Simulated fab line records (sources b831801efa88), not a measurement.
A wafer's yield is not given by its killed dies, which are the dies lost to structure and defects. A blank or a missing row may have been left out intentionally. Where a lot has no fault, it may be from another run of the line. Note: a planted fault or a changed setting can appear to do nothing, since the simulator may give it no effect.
Which tool is to blame? ; flow gf180mcu ; 13 lots with 39 wafers sampled at 4 steps, on a route of 602 steps

## WHAT THE GAUGES SHOWED, per wafer
GF_CONTACT_OVL_MEAS_15. Usual: CONTACT_OVL gives -1 nm (standard deviation 5.7).
lot;measured;on;CONTACT_OVL (nm);flag
L649;day 16 10:08;overlay-01;6 13 13;
L651;day 16 17:59;overlay-02;-1 2 -5;
L652;day 17 10:08;overlay-02;2 0 4;
L653;day 17 16:35;overlay-01;-4 -3 -4;
L654;day 17 18:16;overlay-01;-1 6 3;
L657;day 18 23:40;overlay-01;6 13 14;
L659;day 19 17:17;overlay-01;0 0 3;
L660;day 20 01:20;overlay-02;1 2 1;
L663;day 21 10:58;overlay-02;12 10 6;
L666;day 22 02:22;overlay-02;3 1 -2;
L667;day 22 14:47;overlay-01;1 -1 0;
L668;day 23 00:52;overlay-02;-4 -4 -4;
L672;day 24 05:02;overlay-02;-15 -2 -6;

GF_V1_BOW_MEAS_05. Usual: V1_BOW gives 84 um (standard deviation 7.7).
lot;measured;on;V1_BOW (um);flag
L649;day 17 11:59;film_metro-01;79 89 90;
L651;day 17 20:55;film_metro-03;90 88 85;
L652;day 18 12:39;film_metro-03;85 74 83;
L653;day 18 19:14;film_metro-02;87 87 83;
L654;day 18 21:11;film_metro-03;110 101 93;
L657;day 20 03:11;film_metro-01;85 85 86;
L659;day 20 20:26;film_metro-02;91 94 90;
L660;day 21 04:26;film_metro-03;90 77 96;
L663;day 22 13:21;film_metro-02;83 90 84;
L666;day 23 03:56;film_metro-03;81 77 91;
L667;day 23 15:47;film_metro-02;69 78 77;
L668;day 24 02:08;film_metro-03;76 82 67;
L672;day 25 05:46;film_metro-01;81 78 78;

GF_M2_RS_MEAS_05: measurement is done with a four-point probe. Usual: M2_ALCU_RS gives 0.0699 ohm/sq (standard deviation 0.00067).
lot;measured;on;M2_ALCU_RS (ohm/sq);flag
L649;day 18 14:23;film_metro-03;0.0691 0.0698 0.0692;
L651;day 18 23:25;film_metro-02;0.0693 0.0698 0.0695;
L652;day 19 15:07;film_metro-03;0.0712 0.0708 0.0708;
L653;day 19 21:15;film_metro-02;0.0698 0.0700 0.0698;
L654;day 19 23:25;film_metro-04;0.0701 0.0696 0.0699;
L657;day 21 05:14;film_metro-03;0.0688 0.0688 0.0683;
L659;day 21 21:56;film_metro-02;0.0699 0.0700 0.0701;
L660;day 22 05:44;film_metro-03;0.0691 0.0692 0.0694;
L663;day 23 13:37;film_metro-02;0.0691 0.0687 0.0689;
L666;day 24 04:44;film_metro-04;0.0709 0.0707 0.0706;
L667;day 24 15:30;film_metro-02;0.0699 0.0701 0.0698;
L668;day 25 02:27;film_metro-02;0.0699 0.0704 0.0700;
L672;day 26 04:37;film_metro-03;0.0692 0.0689 0.0696;

## EACH LOT AND THE TOOL THAT RAN IT (in order: tool; ch and the chambers of the sampled wafers; start)
lot;GF_V1_ETCH_17
L649;rie_diel-02 ch 0,1,3, day 18 12:00
L651;rie_diel-03 ch 0,1,2, day 18 21:00
L652;rie_diel-01 ch 0,2,3, day 19 13:00
L653;rie_diel-01 ch 0,3, day 19 19:00
L654;rie_diel-02 ch 0,2,3, day 19 21:00
L657;rie_diel-03 ch 0,1,2, day 21 03:00
L659;rie_diel-01 ch 0,1, day 21 20:00
L660;rie_diel-02 ch 0,2,3, day 22 04:00
L663;rie_diel-01 ch 1,2,3, day 23 12:00
L666;rie_diel-03 ch 0,2,3, day 24 03:00
L667;rie_diel-03 ch 0,3, day 24 13:00
L668;rie_diel-01 ch 1,2,3, day 25 00:00
L672;rie_diel-02 ch 0,1,3, day 26 03:00
- GF_V1_ETCH_17: etches SiO2 in C4F8/O2/Ar, stops on TiN, target depth 630 nm.

## AS READ BY THE TOOLS THEMSELVES (means over the sampled wafers that have a number; for cases with no such wafer, the mark the record gives instead)
GF_V1_ETCH_17. Usual: bias_w 1200 W, standard deviation 3.8; oes_product_au 0.856 a.u., standard deviation 0.0043.
lot;tool;bias_w (W);oes_product_au (a.u.);flag
L649;rie_diel-02;1203;0.855;
L651;rie_diel-03;1203;0.857;
L652;rie_diel-01;1202;0.851;
L653;rie_diel-01;1202;0.856;
L654;rie_diel-02;1197;0.856;
L657;rie_diel-03;1199;0.858;
L659;rie_diel-01;1201;0.855;
L660;rie_diel-02;1201;0.855;
L663;rie_diel-01;1195;0.854;
L666;rie_diel-03;1201;0.851;
L667;rie_diel-03;1202;0.855;
L668;rie_diel-01;1185;0.856;OFF
L672;rie_diel-02;1204;0.856;

## THE ANSWER, worked out from the rows above alone
Rule: a lot is off if the mean of its wafers that have a number lies more than 3 standard deviations from the usual mean. Also off: a lot with no number at a reading for which 4 or more lots have one. Any other lot the step has rows for is counted as sound. Order of review: gauges by route order, followed by the tools' own readings, for which a lot's mean as printed above is used. The first step at which some lot is off is used, and at that step the reading that is off furthest; a lot without a number counts as furthest.
Off: L668 (GF_V1_ETCH_17, bias_w).
If a tool, at that step or one of the process steps before it, ran each lot that is off and ran no sound lot following the first of them, it fits. One fits: GF_V1_ETCH_17 on rie_diel-01. A fault onset in the window from L663 (day 23 12:00, its last sound lot) to L668 (day 25 00:00, its first lot off) fits.
On the lots that are off, the tool's own readings at GF_V1_ETCH_17 differ by more than 5 times the standard deviation of the sound lots' means, which bears it out; bias_w reads 1185 W there versus 1201 W on the sound lots.

## WHAT HAD BEEN PUT IN BY THE SIMULATOR
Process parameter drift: rie_diel-01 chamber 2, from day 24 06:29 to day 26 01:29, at GF_V1_ETCH_17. From 1200, the setting bias_w moved by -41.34. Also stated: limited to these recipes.
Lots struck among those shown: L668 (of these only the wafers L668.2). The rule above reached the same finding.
